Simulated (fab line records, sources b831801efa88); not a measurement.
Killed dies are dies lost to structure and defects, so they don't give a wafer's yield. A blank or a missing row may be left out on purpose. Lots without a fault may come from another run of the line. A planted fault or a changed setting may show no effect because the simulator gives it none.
One fault seen from 2 desks | flow sky130 | each desk has only its own numbers; what lay behind them comes last

THE METROLOGY DESK
What the gauges read, lot by lot, whatever tool the lot ran on: means of the sampled wafers that have a number. A lot is out of limits, marked OUT, if its mean lies more than 4 standard deviations from the usual mean; the brackets give that distance.
Columns: A = SPACER_CVD_00_THK at SKY_SPACER_THK_MEAS_01, usual 43.2 nm; B = METAL2_ALCU_THK at SKY_METAL2_THK_MEAS_06, usual 241.8 nm
lot  | first seen here | A    | B
L611 | day 24 09:12    | 43.0 | 244.1
L610 | day 24 10:24    | 43.8 | 241.1
L613 | day 25 08:26    | 43.4 | 242.6
L614 | day 25 14:50    | 43.1 | 245.7
L616 | day 26 09:05    | 42.9 | 242.1
L618 | day 27 11:00    | 43.1 | 247.2
L620 | day 28 08:55    | 42.7 | 243.1
L621 | day 28 14:21    | 42.7 | 241.6
L627 | day 30 10:17    | 43.1 | 238.4
L628 | day 30 22:42    | 43.4 | 240.7
L630 | day 31 08:49    | 42.3 | 243.9
L631 | day 31 10:35    | 43.9 | 243.0
This desk's finding: nothing out of limits on any of the 12 lots.

THE TOOL OWNER'S DESK: pvd_sputter-01
The tool's own readings at SKY_METAL4_SPUTTER_00 (material Ti, target thk 15 nm, time 10 s): means of the sampled wafers that have a number, for each lot that ran on this tool. A lot is out of limits, marked OUT, if its mean lies more than 4 standard deviations from the usual mean; the brackets give that distance.
Columns: A = throttle_valve_pct at SKY_METAL4_SPUTTER_00, usual 30.2 %
lot  | first seen here | A
L611 | day 41 14:46    | 31.2
L610 | day 41 17:29    | 31.4
L613 | day 42 08:40    | 31.2
L616 | day 43 09:16    | 31.4
L620 | day 44 16:31    | 31.4
L621 | day 44 20:40    | 31.3
L628 | day 46 16:13    | 31.1
L630 | day 46 21:14    | 31.4
L631 | day 46 22:27    | 31.4
This desk's finding: nothing out of limits on any of the 9 lots.

PUT TOGETHER
The metrology desk saw nothing out of limits.
The tool owner's desk saw nothing out of limits.

WHAT THE SIMULATOR HAD PUT IN
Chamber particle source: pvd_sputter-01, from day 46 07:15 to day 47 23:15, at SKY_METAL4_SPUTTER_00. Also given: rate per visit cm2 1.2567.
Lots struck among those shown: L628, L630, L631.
